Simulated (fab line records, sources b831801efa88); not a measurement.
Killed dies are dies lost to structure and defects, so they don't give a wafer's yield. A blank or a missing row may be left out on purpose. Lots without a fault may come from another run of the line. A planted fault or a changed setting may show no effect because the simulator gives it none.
One fault seen from 2 desks | flow sky130 | each desk has only its own numbers; what lay behind them comes last

THE TOOL OWNER'S DESK: rie_diel-04
The tool's own readings at SKY_FIELD_ISO_ETCH_15 (etches the open film in CHF3/O2, stops on Si, target depth 180 nm, time 72 s): means of the sampled wafers that have a number, for each lot that ran on this tool. A lot is out of limits, marked OUT, if its mean lies more than 4 standard deviations from the usual mean; the brackets give that distance.
Columns: A = drypump_motor_current_A at SKY_FIELD_ISO_ETCH_15, usual 5.6 A; B = oes_product_au at SKY_FIELD_ISO_ETCH_15, usual 0.944 a.u.; C = throttle_valve_pct at SKY_FIELD_ISO_ETCH_15, usual 8.844 %
lot  | first seen here | A   | B     | C
L971 | day 2 05:55     | 5.2 | 0.942 | 8.852
L973 | day 2 15:40     | 5.4 | 0.955 | 8.853
L976 | day 3 06:13     | 5.4 | 0.939 | 8.839
L980 | day 4 03:23     | 5.9 | 0.940 | 8.839
L981 | day 4 11:16     | 5.2 | 0.938 | 8.850
L983 | day 5 00:59     | 5.5 | 0.926 | 8.842
L984 | day 5 05:49     | 5.5 | 0.926 | 8.847
L985 | day 5 07:43     | 5.2 | 0.929 | 8.848
This desk's finding: nothing out of limits on any of the 8 lots.

THE METROLOGY DESK
What the gauges read, lot by lot, whatever tool the lot ran on: means of the sampled wafers that have a number. A lot is out of limits, marked OUT, if its mean lies more than 4 standard deviations from the usual mean; the brackets give that distance.
Columns: A = INCOMING_BOW at SKY_FIELD_ISO_BOW_MEAS_00, usual 0 um; B = VT_ADJUST_PCH_TW at SKY_VT_ADJUST_PCH_TW_MEAS_10, usual 144.2
lot  | first seen here | A  | B
L971 | day 1 10:01     | -1 | 143.7
L973 | day 1 20:02     | 1  | 144.7
L975 | day 2 06:04     | 3  | 144.5
L976 | day 2 11:00     | 2  | 142.1
L980 | day 3 07:02     | -7 | 144.1
L981 | day 3 12:00     | 1  | 144.4
L983 | day 3 22:00     | -4 | 142.1
L984 | day 4 03:00     | 3  | 145.1
L985 | day 4 08:00     | 1  | 145.8
L991 | day 5 14:02     | -3 | 142.7
L992 | day 5 19:01     | 0  | 144.4
L993 | day 6 00:00     | 8  | 144.3
This desk's finding: nothing out of limits on any of the 12 lots.

PUT TOGETHER
The tool owner's desk saw nothing out of limits.
The metrology desk saw nothing out of limits.

WHAT THE SIMULATOR HAD PUT IN
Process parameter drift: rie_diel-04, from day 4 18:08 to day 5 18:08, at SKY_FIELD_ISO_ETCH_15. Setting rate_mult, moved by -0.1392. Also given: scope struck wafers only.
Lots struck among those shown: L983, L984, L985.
